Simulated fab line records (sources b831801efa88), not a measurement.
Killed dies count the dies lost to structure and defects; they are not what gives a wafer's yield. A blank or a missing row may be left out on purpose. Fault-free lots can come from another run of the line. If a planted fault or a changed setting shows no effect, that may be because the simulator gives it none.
Which of the tools did it? | flow sky130 | 6 lots, 18 wafers sampled, at 3 steps of a route of 708

## WHAT THE GAUGES SHOWED, per wafer
SKY_LDD_LDN_TW_MEAS_13.
lot  | measured     | on            | LDD_LDN_TW
L324 | day 23 16:50 | film_metro-02 | 1473 1469 1467
L328 | day 25 02:01 | film_metro-02 | 1476 1473 1468
L331 | day 26 05:34 | film_metro-04 | 1483 1477 1484
L333 | day 26 19:34 | film_metro-04 | 1483 1485 1488
L336 | day 28 00:22 | film_metro-01 | 1380 1378 1391
L345 | day 30 12:20 | film_metro-02 | 1464 1467 1465

## TOOL THAT RAN EACH LOT (tool first, then ch and the chambers of the sampled wafers, then the start)
lot  | SKY_LDD_HVN_STRIP_09                 | SKY_LDD_LDN_IMPLANT_10
L324 | plasma_asher-04 ch 0,1, day 21 02:21 | implanter-03 ch 0, day 23 16:26
L328 | plasma_asher-04 ch 0,1, day 22 12:02 | implanter-02 ch 0, day 25 01:39
L331 | plasma_asher-03 ch 0,1, day 23 17:43 | implanter-03 ch 0, day 26 05:10
L333 | plasma_asher-03 ch 0,1, day 24 08:01 | implanter-04 ch 0, day 26 19:10
L336 | plasma_asher-04 ch 0,1, day 25 16:01 | implanter-04 ch 0, day 27 23:59
L345 | plasma_asher-01 ch 0,1, day 28 04:00 | implanter-02 ch 0, day 30 11:58
- SKY_LDD_HVN_STRIP_09: strips in O2/N2.
- SKY_LDD_LDN_IMPLANT_10

## THE ANSWER, worked out from the rows above alone
Rule: usual is defined by the lots themselves. Put in order of their means at a reading, lots are off if they are a third of the lots or fewer, leave a main group of 4 or more, and stand apart from it by a gap of 3 or more times the standard deviation of the main group's means; of several such gaps the widest counts. The tables above print the reading to a certain number of digits; a main group whose means all agree to those digits is not used. Also off: a lot with no number at a reading for which 4 or more lots have one. The other lots that the step has rows for count as sound.
Off: L336, at SKY_LDD_LDN_TW_MEAS_13 (LDD_LDN_TW). For the main group the mean is 1475 and the standard deviation 7.4.
If a tool, at a process step before that reading, ran all the lots that are off and no sound lot after the first of them, it fits. Gauges at SKY_LDD_LDN_TW_MEAS_13: tried the same way as those tools. Can't be told from this: 3 tools fit, plasma_asher-04 at SKY_LDD_HVN_STRIP_09, implanter-04 at SKY_LDD_LDN_IMPLANT_10, film_metro-01 at SKY_LDD_LDN_TW_MEAS_13.

## WHAT THE SIMULATOR PUT IN
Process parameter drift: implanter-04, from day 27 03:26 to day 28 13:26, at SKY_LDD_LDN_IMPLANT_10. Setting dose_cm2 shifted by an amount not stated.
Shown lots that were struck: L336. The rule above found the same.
